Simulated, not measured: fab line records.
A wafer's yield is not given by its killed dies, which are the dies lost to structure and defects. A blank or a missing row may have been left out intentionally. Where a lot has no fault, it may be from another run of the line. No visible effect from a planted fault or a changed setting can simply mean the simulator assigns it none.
A lot that was struck, set against a sound lot ; flow sky130 ; 14 out of 708 route steps
Sound: wafers L328.1, L328.4, L328.6. Wafers L336.2, L336.3, L336.6 were the ones struck. The cause is named last.
Each step with rows lists, per side, the tool, then ch with its chambers, then its first start. Under that, the readings that differ: sound wafers ; struck wafers ; difference of the means ; sigmas: that difference in standard deviations of wafers without a fault.
alike: readings with means less than 2 such deviations apart, plus words and numbers identical on both sides. not compared: withheld readings, readings lacking a value on some wafer, bounds such as >300 that could conceal the same value, and numbers that have no deviation in the record and whose values overlap.
The two part at a step that has a row with sigmas, a row that says differs or no value, or rows on one side only. When numbers do not overlap yet have no deviation, they are printed without sigmas and do not part them. Lack of a reading on every wafer of one side parts them only where that side has two or more wafers.

first, 1 step without rows for these wafers: SKY_METAL5_CLEAN_19 (cleans in O3/DIW).
SKY_PASSIVATION_CVD_00: deposits SiO2, target thk 90 nm.
  sound on pecvd-04 ch 0,1, day 45 12:53; struck on pecvd-01 ch 0,1,2, day 47 11:47
  alike: heater-power-w
SKY_PASSIVATION_THK_MEAS_01:
  sound on film-metro-04 at day 45 12:55; struck on film-metro-04 at day 47 11:50
  alike: PASSIVATION_CVD_00_THK
SKY_PASSIVATION_CVD_02: deposits Si3N4, target thk 540 nm.
  sound on pecvd-04 ch 1,2, day 45 12:58; struck on pecvd-04 ch 0,1,2, day 47 11:53
  alike: heater-power-w
SKY_PASSIVATION_THK_MEAS_03:
  sound on film-metro-04 at day 45 13:12; struck on film-metro-01 at day 47 12:07
  alike: PASSIVATION_CVD_02_THK
then, 7 steps without rows for these wafers: SKY_PASSIVATION_DEHYDRATE_04 (time 60 s); SKY_PASSIVATION_HMDS_05 (prime time 60 s); SKY_PASSIVATION_COAT_06 (resist thk 3000 nm); SKY_PASSIVATION_SOFTBAKE_07; SKY_PASSIVATION_EXPOSE_08 (exposes mask NSM, target cd 3000 nm); SKY_PASSIVATION_PEB_09; SKY_PASSIVATION_DEVELOP_10 (develop time 60 s).
SKY_PASSIVATION_ETCH_11: etches the open film in CF4/O2, stops on AlCu, target depth 725 nm, time 161.1 s.
  sound on rie-diel-03 ch 1,2, day 46 11:22; struck on rie-diel-02 ch 0,3, day 48 07:29
  no value came back on the struck wafers for any of 5 readings (O2_flow_sccm (sccm), bias-w (W) and others); on the sound wafers O2_flow_sccm (sccm) reads 10.035 9.969 10.034
reading;sound;struck;difference;sigmas
model.coat_of_PASSIVATION_COAT_06.thk-nm (nm);2529 2524 2538;3004 3022 3010;+482;
  not compared: rf-hours-counter-h
SKY_PASSIVATION_STRIP_12: strips in O2/N2.
  sound on plasma-asher-04 ch 0, day 46 11:29; struck on plasma-asher-03 ch 0,1, day 48 07:35
reading;sound;struck;difference;sigmas
strip-time-to-endpoint-s (s);31.67 31.62 31.78;36.99 37.22 37.10;+5.41;+39
  alike: drypump-motor-current-A, n2-flow-sccm, oes-product-au
  not compared: rf-hours-counter-h

WHERE THEY PART
Earliest at SKY_PASSIVATION_ETCH_11; latest, in this record, at SKY_PASSIVATION_STRIP_12.

WHY: the cause the simulator had injected
Whole step skipped at SKY_PASSIVATION_ETCH_11 on rie-diel-02, starting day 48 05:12. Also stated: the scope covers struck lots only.
